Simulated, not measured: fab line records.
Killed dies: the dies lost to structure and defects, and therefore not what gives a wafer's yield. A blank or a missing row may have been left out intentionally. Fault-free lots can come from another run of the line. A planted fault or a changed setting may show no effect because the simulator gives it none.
Comparing a struck lot with a sound one ; flow sky130 ; 18 steps out of a route of 708
Sound: the wafers L139.2, L139.3, L139.6. Struck: wafers L150.3, L150.4. (L150.5 of the same lot was not struck and is left out.) The cause comes at the end.
For every step that has rows: the tool of each side, followed by ch and its chambers, followed by its first start. Under that, the readings that differ: sound wafers ; struck wafers ; difference of the means ; sigmas: that difference in standard deviations of wafers without a fault.
alike: words and numbers the same on both sides, and readings whose means are apart by under 2 such deviations; not compared: readings that were withheld, readings missing a value for some wafer, numbers with overlapping values and no deviation given by the record, and bounds like >300 which may hide the same value.
The two part at a step that has a row with sigmas, a row that says differs or no value, or rows on one side only. Non-overlapping numbers with no deviation appear without sigmas and do not part them. Lack of a reading on every wafer of one side parts them only where that side has two or more wafers.

first, 3 steps without rows for these wafers: SKY_POLY_CUT_EXPOSE_05 (exposes mask NPCM, target cd 270 nm); SKY_POLY_CUT_PEB_06; SKY_POLY_CUT_DEVELOP_07 (develop time 60 s).
SKY_POLY_CUT_CD_MEAS_08: target cd 270 nm.
  sound on cdSem-01, day 25 01:26; struck on cdSem-02, day 28 19:52
  alike: cdNm
SKY_POLY_CUT_OVL_MEAS_09:
  sound on overlay-02, day 25 01:33; struck on overlay-02, day 28 19:57
reading;sound;struck;difference;sigmas
POLY_CUT_OVL (nm);2 7 5;-10 -9;-14;-3
SKY_POLY_CUT_ETCH_10: etches BARC in N2/H2, stops on SiO2, time 45.9 s, target depth 60 nm.
  sound on rieDiel-02 ch 0,3, day 25 01:35; struck on rieDiel-02 ch 0,1, day 28 19:59
  alike: drypumpMotorCurrentA, oesProductAu, throttleValvePct
  not compared: rfHoursCounterH
SKY_POLY_CUT_ETCH_11: etches Si3N4 in CF4/CH2F2/Ar, stops on poly-Si, time 42.5 s, target depth 60 nm.
  sound on rieDiel-02 ch 0,3, day 25 01:37; struck on rieDiel-02 ch 0,1, day 28 20:01
  alike: drypumpMotorCurrentA, oesProductAu, throttleValvePct
  not compared: rfHoursCounterH
SKY_POLY_CUT_STRIP_12: strips in O2/N2.
  sound on plasmaAsher-02 ch 1, day 25 01:40; struck on plasmaAsher-03 ch 0,1, day 28 20:05
  alike: drypumpMotorCurrentA, oesProductAu, stripTimeToEndpointS
  not compared: rfHoursCounterH
then, 4 steps without rows for these wafers: SKY_SD_P_DEHYDRATE_00 (time 60 s); SKY_SD_P_HMDS_01 (prime time 60 s); SKY_SD_P_COAT_02 (resist thk 1140 nm); SKY_SD_P_SOFTBAKE_03 (time 60 s).
SKY_SD_P_EXPOSE_04: exposes mask PSDM, target cd 380 nm.
  sound on ilineStepper-02 ch 0, day 25 16:53; struck on ilineStepper-02 ch 0, day 29 10:58
  alike: mask, exposureDoseMJCm2, reticleTempC
then, 2 steps without rows for these wafers: SKY_SD_P_PEB_05; SKY_SD_P_DEVELOP_06 (develop time 60 s).
SKY_SD_P_CD_MEAS_07: target cd 380 nm.
  sound on cdSem-01, day 26 07:29; struck on cdSem-01, day 30 00:25
reading;sound;struck;difference;sigmas
cdNm (nm);380.1 377.4 377.4;366.3 367.1;-11.6;-4
  not compared: hold
SKY_SD_P_OVL_MEAS_08:
  sound on overlay-01, day 26 07:36; struck on overlay-01, day 30 04:46
reading;sound;struck;difference;sigmas
hold;- - -;awaitDispo/4.2h/release awaitDispo/4.2h/release;no value on the sound wafers;
  alike: SD_P_OVL
-- a jump in the record: the struck wafers' starts before and after are 19 days apart (it breaks off in module SD_P and resumes in module PAD_OPEN, where the first step shown is number 708 of the route) --
SKY_PAD_OPEN_PROBE_99:
  sound on prober-01, day 46 17:57; struck on prober-02, day 49 04:19
reading;sound;struck;difference;sigmas
killed_at_M4_up;2 4 1;6 6;+4;+2
  alike: killed_at_M0_to_M3, killedAtContacts, killedAtFrontEnd, killedAtOther, killedDies, killedOnRim, killedOpen, killedShort

## WHERE THEY PART
First at SKY_POLY_CUT_OVL_MEAS_09; last, within this record, at SKY_PAD_OPEN_PROBE_99.

WHY: the cause the simulator had injected
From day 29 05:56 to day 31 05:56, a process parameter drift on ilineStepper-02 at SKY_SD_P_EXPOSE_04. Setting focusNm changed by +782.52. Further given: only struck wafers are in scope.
